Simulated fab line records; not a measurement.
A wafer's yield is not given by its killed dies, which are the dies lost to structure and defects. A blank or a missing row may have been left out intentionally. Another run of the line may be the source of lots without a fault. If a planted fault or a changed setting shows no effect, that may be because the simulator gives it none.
fab line records || flow sky130
[record] {"lots": 5, "wafers": 15, "last-day": 47}
route steps=708 shown METAL1@446 VIA1@458 METAL2@483 PAD_OPEN@708
lots that met no fault: from a run of the same line without faults
start-h: hours from the record's opening day to when the first of the lot's shown wafers began || wait-h: how many hours have passed since the lot's step before this one || " identical to the entry in the row above || L1.1+2: several wafers, shown together as one row || - no value, or no start given || * or withheld: withheld || < > ~ a bound
route shown NAME@n: names a module that has steps shown in the file, with the first one's number in the route || usual: mean/standard deviation of fault-free wafers || same: alike in all rows || chamber/n: place in a boat || sites: readings site by site || _std_site: standard deviation across them || _edge_site: inner sites' mean taken away from outer sites' mean || radius-mm: how far each site lies from the wafer's centre || mask NAME#n: copy n || behind: the last tool/chamber to shape the wafer || hold: why the lot was held/for how many hours/how that ended || device: the transistor (n, p or np) that didn't switch || end of line: tests of these same wafers at the route's end || a step without rows: its recipe alone || killed: dies that structure and defects cost at the first sort, which is not the same as the wafer's yield || map: shows each die of a wafer: x if killed, . if not, _ if none is there
set.NAME: the setting as run; set.NAME@STEP: as run at that earlier step || model.NAME: the simulator's own value behind a step, which no gauge read
lots seen at some steps along the route; tables by step, rows by wafer
services: when a tool's chamber went out of use (start-h, in hours from the record's first day, below 0 if earlier), for how many hours, and the reason
[[steps]]
[step SKY_METAL1_EXPOSE_12]
[recipe] {"mask-id": "MM1", "na": 0.8, "source-shape": "annular", "sigma-inner": 0.55, "sigma-outer": 0.85, "target-cd-nm": 140, "dose-mj": 28}
[step SKY_METAL1_PEB_13]
[recipe] {"peb-temp-c": "withheld", "peb-time-s": "withheld", "resist": "KrF-thick"}
[step SKY_METAL1_DEVELOP_14]
[recipe] {"develop-time-s": 60, "resist": "KrF-thick", "dev-temp-c": 21}
[step SKY_METAL1_DESCUM_17]
[recipe] {"chemistry": "O2", "source-power-w": 150, "bias-power-w": 0, "pressure-mtorr": 10, "temp-c": 40, "time-s": 8}
[step SKY_METAL1_ETCH_18]
[recipe] {"chemistry": "N2/H2", "target": "BARC", "ion-energy-ev": 200, "bias-w": 100, "pressure-mtorr": 30, "n2-flow-sccm": 100, "h2-flow-sccm": 200, "icp-w": 500, "stop-on": "SiO2", "time-s": 45.9, "target-depth-a": 600}
[step SKY_METAL1_METAL_ETCH_19]
[recipe] {"target-depth-a": 3600, "stop-on": "SiO2", "over-etch-frac": 0.3, "time-s": 78, "chemistry": "Cl2/BCl3", "resist-sidewall-deg": 88, "pressure-mtorr": 10, "icp-w": 900, "bias-w": 48.5, "Cl2_flow_sccm": 60, "bcl3-flow-sccm": 30}
[step SKY_METAL1_STRIP_20]
[recipe] {"chemistry": "O2/N2", "power-w": 1400, "pressure-mtorr": 1500, "platen-temp-c": "withheld", "o2-flow-sccm": 3000, "n2-flow-sccm": 300, "overash-fraction": 0.5}
[step SKY_METAL1_STRIP_21]
[recipe] {"chemistry": "post-etch-residue-remover", "time-s": 1200, "temp-c": 72.5}
[step SKY_METAL1_CLEAN_22]
[recipe] {"chemistry": "IPA", "time-s": 180, "temp-c": 25}
[step SKY_METAL1_CLEAN_23]
[recipe] {"chemistry": "O3/DIW", "dry": "n2-spin"}
[step SKY_VIA1_HDPCVD_00]
[recipe] {"material": "SiO2", "target-thk-nm": 1030, "sigma-open-frac": 0.3, "time-s": 171.7, "temp-c": 400, "sih4-flow-sccm": 60, "pressure-mtorr": 6}
{"lot.wafer": "L282.2+3+4", "tool": "hdpcvd-02", "chamber": "2,1,0", "start-h": 768.82, "wait-h": 0.0}
{"lot.wafer": "L283.1+4+6", "tool": "hdpcvd-01", "chamber": "0,1,0", "start-h": 768.87, "wait-h": 0.0}
{"lot.wafer": "L290.2+3+4", "tool": "hdpcvd-01", "chamber": "0,1,2", "start-h": 829.48, "wait-h": 0.0}
{"lot.wafer": "L292.1+2+3", "tool": "hdpcvd-01", "chamber": "0,2,1", "start-h": 844.66, "wait-h": 0.0}
{"lot.wafer": "L291.3+5+6", "tool": "hdpcvd-01", "chamber": "2,2,1", "start-h": 845.54, "wait-h": 0.0}
[step SKY_VIA1_CMP_02]
[recipe] {"material": "SiO2", "down-force-psi": 4, "platen-rpm": 60, "pad-velocity-m-s": 0.94248}
[step SKY_VIA1_DEHYDRATE_04]
[recipe] {"temp-c": 200, "time-s": 60}
[step SKY_VIA1_HMDS_05]
[recipe] {"prime-time-s": 60, "prime-temp-c": 120}
[step SKY_VIA1_COAT_06]
[recipe] {"resist": "BARC", "temp-c": "withheld", "time-s": "withheld", "spin-rpm": 3000, "resist-thk-nm": 60}
[step SKY_VIA1_COAT_07]
[recipe] {"resist": "KrF-thick", "spin-rpm": 3000, "resist-thk-nm": 450}
[step SKY_VIA1_SOFTBAKE_08]
[recipe] {"temp-c": 100, "time-s": 90, "resist": "KrF-thick"}
[step SKY_VIA1_EXPOSE_09]
[recipe] {"mask-id": "VIM", "na": 0.8, "source-shape": "annular", "sigma-inner": 0.55, "sigma-outer": 0.85, "target-cd-nm": 150, "dose-mj": 37.07}
[step SKY_VIA1_PEB_10]
[recipe] {"peb-temp-c": "withheld", "peb-time-s": "withheld", "resist": "KrF-thick"}
[step SKY_VIA1_DEVELOP_11]
[recipe] {"develop-time-s": 60, "resist": "KrF-thick", "dev-temp-c": 21}
[step SKY_VIA1_ETCH_14]
[recipe] {"chemistry": "N2/H2", "target": "BARC", "ion-energy-ev": 200, "source-w": 500, "bias-w": 100, "pressure-mtorr": 30, "n2-flow-sccm": 100, "h2-flow-sccm": 200, "stop-on": "SiO2", "time-s": 45.9, "target-depth-a": 600}
[step SKY_VIA1_ETCH_15]
[recipe] {"target": "SiO2", "chemistry": "C4F8/O2/Ar", "target-depth-nm": 351, "stop-on": "TiN", "mask-material": "KrF-thick", "source-w": 1500, "bias-w": 1200, "pressure-mtorr": 40, "c4f8-flow-sccm": "withheld", "O2_flow_sccm": 6, "Ar_flow_sccm": 300, "time-s": 54}
[step SKY_VIA1_STRIP_16]
[recipe] {"chemistry": "O2/N2", "power-w": 1400, "pressure-mtorr": 1500, "platen-temp-c": "withheld", "o2-flow-sccm": 3000, "n2-flow-sccm": 300, "overash-fraction": 0.5}
[step SKY_VIA1_STRIP_17]
[recipe] {"chemistry": "post-etch-residue-remover", "time-s": 1200, "temp-c": 72.5}
[step SKY_VIA1_CLEAN_18]
[recipe] {"chemistry": "IPA", "time-s": 180, "temp-c": 25}
[step SKY_VIA1_CLEAN_19]
[recipe] {"chemistry": "O3/DIW", "dry": "n2-spin"}
[step SKY_VIA1_SPUTTER_20]
[recipe] {"material": "TiN", "target-thk-nm": 20, "chamber-pressure-pa": 5, "power-w": 4000, "time-s": 80}
[step SKY_VIA1_CVD_21]
[recipe] {"material": "W", "target-thk-nm": 270, "time-s": 80.902, "temp-c": 400, "pressure-torr": 40}
[step SKY_VIA1_CMP_24]
[recipe] {"stop-on": "SiO2", "t-overpolish-s": 15, "down-force-psi": 3.5, "platen-rpm": 60, "target-thk-nm": 0, "pad-velocity-m-s": 0.94248}
[step SKY_METAL2_SPUTTER_00]
[recipe] {"material": "Ti", "target-thk-nm": 15, "power-w": 3000, "time-s": 10, "chamber-pressure-pa": 0.4}
[step SKY_METAL2_SPUTTER_01]
[recipe] {"material": "TiN", "target-thk-nm": 20, "power-w": 6500, "time-s": 16.7, "chamber-pressure-pa": 0.4}
[step SKY_METAL2_SPUTTER_02]
[recipe] {"material": "AlCu", "target-thk-nm": 250, "power-w": 10600, "time-s": 13.3, "chamber-pressure-pa": 0.4}
[step SKY_METAL2_SPUTTER_03]
[recipe] {"material": "Ti", "target-thk-nm": 5, "power-w": 3000, "time-s": 3.3, "chamber-pressure-pa": 0.4}
[step SKY_METAL2_SPUTTER_04]
[recipe] {"material": "TiN", "target-thk-nm": 70, "power-w": 6500, "time-s": 58.3, "chamber-pressure-pa": 0.4}
[step SKY_PAD_OPEN_PROBE_99]
[usual] {"defect-limited-yield": "82.9/1.7", "killed_at_M0_to_M3": "42/6.7", "killed_at_M4_up": "3.4/2", "killed-at-contacts": "24/5.1", "killed-at-front-end": "14/4.2", "killed-at-other": "0.2/0.49", "killed-dies": "84/8.4", "killed-on-rim": "17/3.6", "killed-open": "46/7", "killed-short": "39/5.8", "sort_bin_3_pad_short": "0.8/0.42", "sort_bin_5_function": "10.2/1.3", "sort_bin_6_memory": "6.1/1", "sort-n-pass": "408/8.4", "sort-yield-pct": "82.9/1.7"}
[same] {"gross-dies": 492, "killed-at-back-side": 0, "sort_bin_4_leakage[%]": 0, "sort_bin_8_speed[%]": 0}
{"lot.wafer": "L282.2", "tool": "prober-01", "chamber": "-", "start-h": 1080.96, "wait-h": 0.1, "hold": "-", "defect-limited-yield[%]": 83.3, "killed_at_M0_to_M3": 36, "killed_at_M4_up": 7, "killed-at-contacts": 22, "killed-at-front-end": 17, "killed-at-other": 0, "killed-dies": 82, "killed-on-rim": 24, "killed-open": 40, "killed-short": 42, "sort_bin_3_pad_short[%]": 1.2, "sort_bin_5_function[%]": 10.6, "sort_bin_6_memory[%]": 4.9, "sort-n-pass": 410, "sort-yield-pct[%]": 83.3, "model.etest.tester.sort-n-pass": 410, "model.etest.tester.sort-yield-pct": 83.33, "model.etest.tester.sort_bin_5_pct": 10.57, "model.etest.tester.sort_bin_6_pct": 4.878, "model.etest.tester.sort_bin_3_pct": 1.22}
{"lot.wafer": "L282.3", "tool": "prober-01", "chamber": "-", "start-h": 1081.01, "wait-h": 0.2, "hold": "-", "defect-limited-yield[%]": 83.1, "killed_at_M0_to_M3": 42, "killed_at_M4_up": 5, "killed-at-contacts": 26, "killed-at-front-end": 10, "killed-at-other": 0, "killed-dies": 83, "killed-on-rim": 12, "killed-open": 42, "killed-short": 41, "sort_bin_3_pad_short[%]": 1.8, "sort_bin_5_function[%]": 9.1, "sort_bin_6_memory[%]": 5.9, "sort-n-pass": 409, "sort-yield-pct[%]": 83.1, "model.etest.tester.sort-n-pass": 409, "model.etest.tester.sort-yield-pct": 83.13, "model.etest.tester.sort_bin_5_pct": 9.146, "model.etest.tester.sort_bin_6_pct": 5.894, "model.etest.tester.sort_bin_3_pct": 1.829}
{"lot.wafer": "L282.4", "tool": "prober-01", "chamber": "-", "start-h": 1081.06, "wait-h": 0.2, "hold": "-", "defect-limited-yield[%]": 86.4, "killed_at_M0_to_M3": 36, "killed_at_M4_up": 2, "killed-at-contacts": 18, "killed-at-front-end": 11, "killed-at-other": 0, "killed-dies": 67, "killed-on-rim": 15, "killed-open": 38, "killed-short": 29, "sort_bin_3_pad_short[%]": 0.8, "sort_bin_5_function[%]": 7.7, "sort_bin_6_memory[%]": 5.1, "sort-n-pass": 425, "sort-yield-pct[%]": 86.4, "model.etest.tester.sort-n-pass": 425, "model.etest.tester.sort-yield-pct": 86.38, "model.etest.tester.sort_bin_5_pct": 7.724, "model.etest.tester.sort_bin_6_pct": 5.081, "model.etest.tester.sort_bin_3_pct": 0.813}
{"lot.wafer": "L283.1", "tool": "prober-02", "chamber": "-", "start-h": 1083.41, "wait-h": 0.1, "hold": "-", "defect-limited-yield[%]": 81.5, "killed_at_M0_to_M3": 57, "killed_at_M4_up": 3, "killed-at-contacts": 18, "killed-at-front-end": 12, "killed-at-other": 1, "killed-dies": 91, "killed-on-rim": 13, "killed-open": 53, "killed-short": 38, "sort_bin_3_pad_short[%]": 0.4, "sort_bin_5_function[%]": 10.2, "sort_bin_6_memory[%]": 7.9, "sort-n-pass": 401, "sort-yield-pct[%]": 81.5, "model.etest.tester.sort-n-pass": 401, "model.etest.tester.sort-yield-pct": 81.5, "model.etest.tester.sort_bin_5_pct": 10.16, "model.etest.tester.sort_bin_6_pct": 7.927, "model.etest.tester.sort_bin_3_pct": 0.4065}
{"lot.wafer": "L283.4", "tool": "prober-02", "chamber": "-", "start-h": 1083.56, "wait-h": 0.2, "hold": "-", "defect-limited-yield[%]": 82.9, "killed_at_M0_to_M3": 40, "killed_at_M4_up": 8, "killed-at-contacts": 22, "killed-at-front-end": 14, "killed-at-other": 0, "killed-dies": 84, "killed-on-rim": 22, "killed-open": 40, "killed-short": 44, "sort_bin_3_pad_short[%]": 0.2, "sort_bin_5_function[%]": 11.4, "sort_bin_6_memory[%]": 5.5, "sort-n-pass": 408, "sort-yield-pct[%]": 82.9, "model.etest.tester.sort-n-pass": 408, "model.etest.tester.sort-yield-pct": 82.93, "model.etest.tester.sort_bin_5_pct": 11.38, "model.etest.tester.sort_bin_6_pct": 5.488, "model.etest.tester.sort_bin_3_pct": 0.2033}
{"lot.wafer": "L283.6", "tool": "prober-02", "chamber": "-", "start-h": 1083.66, "wait-h": 0.2, "hold": "-", "defect-limited-yield[%]": 83.7, "killed_at_M0_to_M3": 39, "killed_at_M4_up": 6, "killed-at-contacts": 20, "killed-at-front-end": 15, "killed-at-other": 0, "killed-dies": 80, "killed-on-rim": 17, "killed-open": 42, "killed-short": 38, "sort_bin_3_pad_short[%]": 0.8, "sort_bin_5_function[%]": 11.0, "sort_bin_6_memory[%]": 4.5, "sort-n-pass": 412, "sort-yield-pct[%]": 83.7, "model.etest.tester.sort-n-pass": 412, "model.etest.tester.sort-yield-pct": 83.74, "model.etest.tester.sort_bin_5_pct": 10.98, "model.etest.tester.sort_bin_6_pct": 4.472, "model.etest.tester.sort_bin_3_pct": 0.813}
{"lot.wafer": "L290.2", "tool": "prober-01", "chamber": "-", "start-h": 1127.21, "wait-h": 0.1, "hold": "await-dispo/3.3h/release", "defect-limited-yield[%]": 74.0, "killed_at_M0_to_M3": 96, "killed_at_M4_up": 1, "killed-at-contacts": 22, "killed-at-front-end": 9, "killed-at-other": 0, "killed-dies": 128, "killed-on-rim": 21, "killed-open": 47, "killed-short": 30, "sort_bin_3_pad_short[%]": 2.6, "sort_bin_5_function[%]": 15.4, "sort_bin_6_memory[%]": 7.9, "sort-n-pass": 364, "sort-yield-pct[%]": 74.0, "model.etest.tester.sort-n-pass": 364, "model.etest.tester.sort-yield-pct": 73.98, "model.etest.tester.sort_bin_5_pct": 15.45, "model.etest.tester.sort_bin_6_pct": 7.927, "model.etest.tester.sort_bin_3_pct": 2.642}
{"lot.wafer": "L290.3", "tool": "prober-01", "chamber": "-", "start-h": 1127.26, "wait-h": 0.2, "hold": "await-dispo/3.3h/release", "defect-limited-yield[%]": 76.2, "killed_at_M0_to_M3": 74, "killed_at_M4_up": 2, "killed-at-contacts": 24, "killed-at-front-end": 17, "killed-at-other": 0, "killed-dies": 117, "killed-on-rim": 22, "killed-open": 38, "killed-short": 36, "sort_bin_3_pad_short[%]": 2.2, "sort_bin_5_function[%]": 15.0, "sort_bin_6_memory[%]": 6.5, "sort-n-pass": 375, "sort-yield-pct[%]": 76.2, "model.etest.tester.sort-n-pass": 375, "model.etest.tester.sort-yield-pct": 76.22, "model.etest.tester.sort_bin_5_pct": 15.04, "model.etest.tester.sort_bin_6_pct": 6.504, "model.etest.tester.sort_bin_3_pct": 2.236}
{"lot.wafer": "L290.4", "tool": "prober-01", "chamber": "-", "start-h": 1127.31, "wait-h": 0.2, "hold": "await-dispo/3.3h/release", "defect-limited-yield[%]": 81.9, "killed_at_M0_to_M3": 60, "killed_at_M4_up": 1, "killed-at-contacts": 20, "killed-at-front-end": 7, "killed-at-other": 1, "killed-dies": 89, "killed-on-rim": 15, "killed-open": 34, "killed-short": 30, "sort_bin_3_pad_short[%]": 1.8, "sort_bin_5_function[%]": 11.4, "sort_bin_6_memory[%]": 4.9, "sort-n-pass": 403, "sort-yield-pct[%]": 81.9, "model.etest.tester.sort-n-pass": 403, "model.etest.tester.sort-yield-pct": 81.91, "model.etest.tester.sort_bin_5_pct": 11.38, "model.etest.tester.sort_bin_6_pct": 4.878, "model.etest.tester.sort_bin_3_pct": 1.829}
{"lot.wafer": "L292.1", "tool": "prober-02", "chamber": "-", "start-h": 1136.31, "wait-h": 0.1, "hold": "await-dispo/3.1h/release", "defect-limited-yield[%]": 76.2, "killed_at_M0_to_M3": 79, "killed_at_M4_up": 6, "killed-at-contacts": 12, "killed-at-front-end": 20, "killed-at-other": 0, "killed-dies": 117, "killed-on-rim": 21, "killed-open": 40, "killed-short": 33, "sort_bin_3_pad_short[%]": 1.0, "sort_bin_5_function[%]": 16.5, "sort_bin_6_memory[%]": 6.3, "sort-n-pass": 375, "sort-yield-pct[%]": 76.2, "model.etest.tester.sort-n-pass": 375, "model.etest.tester.sort-yield-pct": 76.22, "model.etest.tester.sort_bin_5_pct": 16.46, "model.etest.tester.sort_bin_6_pct": 6.301, "model.etest.tester.sort_bin_3_pct": 1.016}
{"lot.wafer": "L292.2", "tool": "prober-02", "chamber": "-", "start-h": 1136.36, "wait-h": 0.1, "hold": "await-dispo/3.1h/release", "defect-limited-yield[%]": 78.0, "killed_at_M0_to_M3": 65, "killed_at_M4_up": 5, "killed-at-contacts": 24, "killed-at-front-end": 14, "killed-at-other": 0, "killed-dies": 108, "killed-on-rim": 24, "killed-open": 39, "killed-short": 44, "sort_bin_3_pad_short[%]": 2.8, "sort_bin_5_function[%]": 12.0, "sort_bin_6_memory[%]": 7.1, "sort-n-pass": 384, "sort-yield-pct[%]": 78.0, "model.etest.tester.sort-n-pass": 384, "model.etest.tester.sort-yield-pct": 78.05, "model.etest.tester.sort_bin_5_pct": 11.99, "model.etest.tester.sort_bin_6_pct": 7.114, "model.etest.tester.sort_bin_3_pct": 2.846}
{"lot.wafer": "L292.3", "tool": "prober-02", "chamber": "-", "start-h": 1136.41, "wait-h": 0.2, "hold": "await-dispo/3.1h/release", "defect-limited-yield[%]": 79.7, "killed_at_M0_to_M3": 69, "killed_at_M4_up": 2, "killed-at-contacts": 18, "killed-at-front-end": 10, "killed-at-other": 1, "killed-dies": 100, "killed-on-rim": 24, "killed-open": 32, "killed-short": 30, "sort_bin_3_pad_short[%]": 1.6, "sort_bin_5_function[%]": 13.4, "sort_bin_6_memory[%]": 5.3, "sort-n-pass": 392, "sort-yield-pct[%]": 79.7, "model.etest.tester.sort-n-pass": 392, "model.etest.tester.sort-yield-pct": 79.67, "model.etest.tester.sort_bin_5_pct": 13.41, "model.etest.tester.sort_bin_6_pct": 5.285, "model.etest.tester.sort_bin_3_pct": 1.626}
{"lot.wafer": "L291.3", "tool": "prober-01", "chamber": "-", "start-h": 1136.76, "wait-h": 0.2, "hold": "await-dispo/7.4h/release", "defect-limited-yield[%]": 78.7, "killed_at_M0_to_M3": 65, "killed_at_M4_up": 5, "killed-at-contacts": 25, "killed-at-front-end": 10, "killed-at-other": 0, "killed-dies": 105, "killed-on-rim": 23, "killed-open": 43, "killed-short": 34, "sort_bin_3_pad_short[%]": 1.2, "sort_bin_5_function[%]": 13.0, "sort_bin_6_memory[%]": 7.1, "sort-n-pass": 387, "sort-yield-pct[%]": 78.7, "model.etest.tester.sort-n-pass": 387, "model.etest.tester.sort-yield-pct": 78.66, "model.etest.tester.sort_bin_5_pct": 13.01, "model.etest.tester.sort_bin_6_pct": 7.114, "model.etest.tester.sort_bin_3_pct": 1.22}
{"lot.wafer": "L291.5", "tool": "prober-01", "chamber": "-", "start-h": 1136.86, "wait-h": 0.2, "hold": "await-dispo/7.4h/release", "defect-limited-yield[%]": 78.5, "killed_at_M0_to_M3": 63, "killed_at_M4_up": 5, "killed-at-contacts": 26, "killed-at-front-end": 11, "killed-at-other": 1, "killed-dies": 106, "killed-on-rim": 30, "killed-open": 43, "killed-short": 38, "sort_bin_3_pad_short[%]": 0.6, "sort_bin_5_function[%]": 13.8, "sort_bin_6_memory[%]": 7.1, "sort-n-pass": 386, "sort-yield-pct[%]": 78.5, "model.etest.tester.sort-n-pass": 386, "model.etest.tester.sort-yield-pct": 78.46, "model.etest.tester.sort_bin_5_pct": 13.82, "model.etest.tester.sort_bin_6_pct": 7.114, "model.etest.tester.sort_bin_3_pct": 0.6098}
{"lot.wafer": "L291.6", "tool": "prober-01", "chamber": "-", "start-h": 1136.91, "wait-h": 0.2, "hold": "await-dispo/7.4h/release", "defect-limited-yield[%]": 76.4, "killed_at_M0_to_M3": 70, "killed_at_M4_up": 5, "killed-at-contacts": 27, "killed-at-front-end": 14, "killed-at-other": 0, "killed-dies": 116, "killed-on-rim": 29, "killed-open": 42, "killed-short": 35, "sort_bin_3_pad_short[%]": 2.2, "sort_bin_5_function[%]": 13.8, "sort_bin_6_memory[%]": 7.5, "sort-n-pass": 376, "sort-yield-pct[%]": 76.4, "model.etest.tester.sort-n-pass": 376, "model.etest.tester.sort-yield-pct": 76.42, "model.etest.tester.sort_bin_5_pct": 13.82, "model.etest.tester.sort_bin_6_pct": 7.52, "model.etest.tester.sort_bin_3_pct": 2.236}
// killed by level:class
L282.2 CONTACT:geometric-particle:open=9 VIA3:geometric-particle:open=9 FIELD_ISO:geometric-particle:open=6 METAL4:geometric-particle:short=6 METAL1:geometric-particle:short=6 LI_CONTACT:geometric-particle:open=5 LOCAL_INTERCONNECT:geometric-particle:short=5 VIA1:geometric-particle:short=4
L282.3 CONTACT:geometric-particle:short=10 CONTACT:geometric-particle:open=9 VIA1:geometric-particle:open=9 METAL1:geometric-particle:short=7 LI_CONTACT:geometric-particle:open=4 METAL2:geometric-particle:short=4 VIA2:geometric-particle:short=4 VIA2:geometric-particle:open=4
L282.4 VIA1:geometric-particle:open=11 CONTACT:geometric-particle:open=6 METAL3:geometric-particle:short=6 LI_CONTACT:geometric-particle:open=5 VIA2:geometric-particle:open=5 FIELD_ISO:geometric-particle:short=4 VIA1:geometric-particle:short=4 CONTACT:geometric-particle:short=3
L283.1 VIA2:geometric-particle:open=11 VIA1:geometric-particle:open=9 METAL2:geometric-particle:short=7 LI_CONTACT:geometric-particle:open=6 CONTACT:geometric-particle:open=6 VIA3:geometric-particle:open=6 METAL3:geometric-particle:short=6 VIA2:geometric-particle:short=5
L283.4 CONTACT:geometric-particle:open=7 VIA3:geometric-particle:open=6 VIA1:geometric-particle:open=6 METAL2:geometric-particle:short=6 METAL4:geometric-particle:short=6 LI_CONTACT:geometric-particle:open=5 CONTACT:geometric-particle:short=5 METAL1:geometric-particle:short=5
L283.6 VIA1:geometric-particle:open=10 VIA3:geometric-particle:open=7 LI_CONTACT:geometric-particle:open=5 METAL2:geometric-particle:short=5 FIELD_ISO:geometric-particle:short=4 FIELD_ISO:geometric-particle:open=4 CONTACT:geometric-particle:short=4 CONTACT:geometric-particle:open=4
L290.2 VIA1:unspecified=51 VIA1:geometric-particle:open=12 CONTACT:geometric-particle:open=9 METAL2:geometric-particle:short=9 FIELD_ISO:geometric-particle:open=8 LI_CONTACT:geometric-particle:open=6 VIA2:geometric-particle:open=6 VIA1:geometric-particle:short=6
L290.3 VIA1:unspecified=43 VIA1:geometric-particle:open=10 LI_CONTACT:geometric-particle:open=6 CONTACT:geometric-particle:open=6 LOCAL_INTERCONNECT:geometric-particle:short=5 FIELD_ISO:geometric-particle:short=4 POLY_GATE:geometric-particle:open=4 METAL1:geometric-particle:short=4
L290.4 VIA1:unspecified=25 CONTACT:geometric-particle:open=10 VIA1:geometric-particle:open=6 METAL1:geometric-particle:short=6 CONTACT:geometric-particle:short=5 METAL2:geometric-particle:short=5 VIA2:geometric-particle:open=4 VIA3:geometric-particle:open=4
L292.1 VIA1:unspecified=44 FIELD_ISO:geometric-particle:open=9 VIA1:geometric-particle:open=6 FIELD_ISO:geometric-particle:short=5 VIA1:geometric-particle:short=5 VIA3:geometric-particle:open=5 METAL4:geometric-particle:short=5 LI_CONTACT:geometric-particle:open=4
L292.2 VIA1:unspecified=25 FIELD_ISO:geometric-particle:short=6 LI_CONTACT:geometric-particle:open=6 VIA1:geometric-particle:open=6 VIA3:geometric-particle:open=6 LI_CONTACT:geometric-particle:short=5 CONTACT:geometric-particle:open=5 METAL1:geometric-particle:short=5
L292.3 VIA1:unspecified=38 CONTACT:geometric-particle:open=9 METAL2:geometric-particle:short=8 METAL1:geometric-particle:short=6 VIA1:geometric-particle:open=5 VIA2:geometric-particle:open=4 FIELD_ISO:geometric-particle:short=3 LOCAL_INTERCONNECT:geometric-particle:short=3
L291.3 VIA1:unspecified=28 CONTACT:geometric-particle:open=13 VIA3:geometric-particle:open=10 VIA1:geometric-particle:open=7 VIA1:geometric-particle:short=6 LI_CONTACT:geometric-particle:open=5 CONTACT:geometric-particle:short=5 FIELD_ISO:geometric-particle:short=3
L291.5 VIA1:unspecified=25 CONTACT:geometric-particle:open=9 LI_CONTACT:geometric-particle:open=8 VIA1:geometric-particle:open=8 METAL1:geometric-particle:short=6 LOCAL_INTERCONNECT:geometric-particle:short=5 VIA3:geometric-particle:open=5 METAL2:geometric-particle:short=5
L291.6 VIA1:unspecified=39 LI_CONTACT:geometric-particle:open=12 VIA1:geometric-particle:open=8 POLY_GATE:geometric-particle:short=6 CONTACT:geometric-particle:open=6 CONTACT:geometric-particle:short=5 METAL1:geometric-particle:short=4 VIA2:geometric-particle:short=4
// map L290.2 (x killed, . not)
__________..x......._________
________............x._______
______..x..............._____
_____.xx..xx...xxx.......____
____xx..xxx..............x___
___.xxxxxxxxx.....x..x.x.x.__
__.xxxxxxxxxx........x..xx.._
_...x.xxxxxx....xx...x.......
_...xxxxxxxxxx....x.x........
_...xxx.xxx.x.......x.....x..
_.....x.xx.xx..x.....xx..xx..
_..x.......x........x..x.x...
_...x..xx..............x.....
_.....x.x.x...x......x...x...
_x.......x..........x.x......
__x....x.x.......x.x.......x_
___x.......xx...........x..__
____.x..xx.......x........___
_____x........x..x..x.x.x____
______.x................_____
________.x.x....x....._______
__________...xx....._________
// map L291.6 (x killed, . not)
__________.....x..x._________
________x.x....x.....x_______
______x........x........_____
_____.x.......x..x....xx.____
____.x.x.......x........x.___
___...x..............x.....__
__x.x..x.xx.......x.x......._
_x.......x..x..x.......x...x.
_..........x.x.x..x...x.....x
_.....x...........x.........x
_......x.......x......x......
_...x.x..........x......x..x.
_.......xx.......x...x.....x.
_............................
_.x..xx.....x...x.xx.x....x..
__..............x...xx..xx.._
___..........x..xxxxxx.....__
____.....xx....xxxxxxxx...___
_____......xx.x.xxxxxxxx.____
______..x...x....xxxxxxx_____
________......x.x.xxxx_______
__________.....xxxxx_________
[[services]]
{"tool": "hdpcvd-01", "chamber": "-", "start-h": 756.91, "hours": 1.7, "kind": "repair"}
{"tool": "hdpcvd-02", "chamber": "-", "start-h": 824.96, "hours": 1.1, "kind": "repair"}
[[key]]
[first-sign] {"step": "SKY_PAD_OPEN_PROBE_99", "reading": "killed_at_M0_to_M3", "direction": "up", "sigmas": 4.3, "usual": 42, "struck": 71}
[effect] {"step": "SKY_PAD_OPEN_PROBE_99", "reading": "defect-limited-yield", "direction": "down", "sigmas": 3, "usual": 82.9, "struck": 77.7}
[model-effect] {"step": "SKY_PAD_OPEN_PROBE_99", "value": "etest.tester.sort-n-pass", "without": 413.8, "struck": 382.4}
met-at SKY_VIA1_HDPCVD_00
struck-wafers L290.2,L290.3,L290.4,L291.3,L291.5,L291.6,L292.1,L292.2,L292.3
onset-between 768.87 829.48
also-fits time
[fault] {"kind": "chamber-particle-source", "tool": "hdpcvd-01", "chamber": "-", "onset-h": 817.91, "steps": "SKY_VIA1_HDPCVD_00", "rate-per-visit-cm2": 0.45531, "end-h": 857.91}
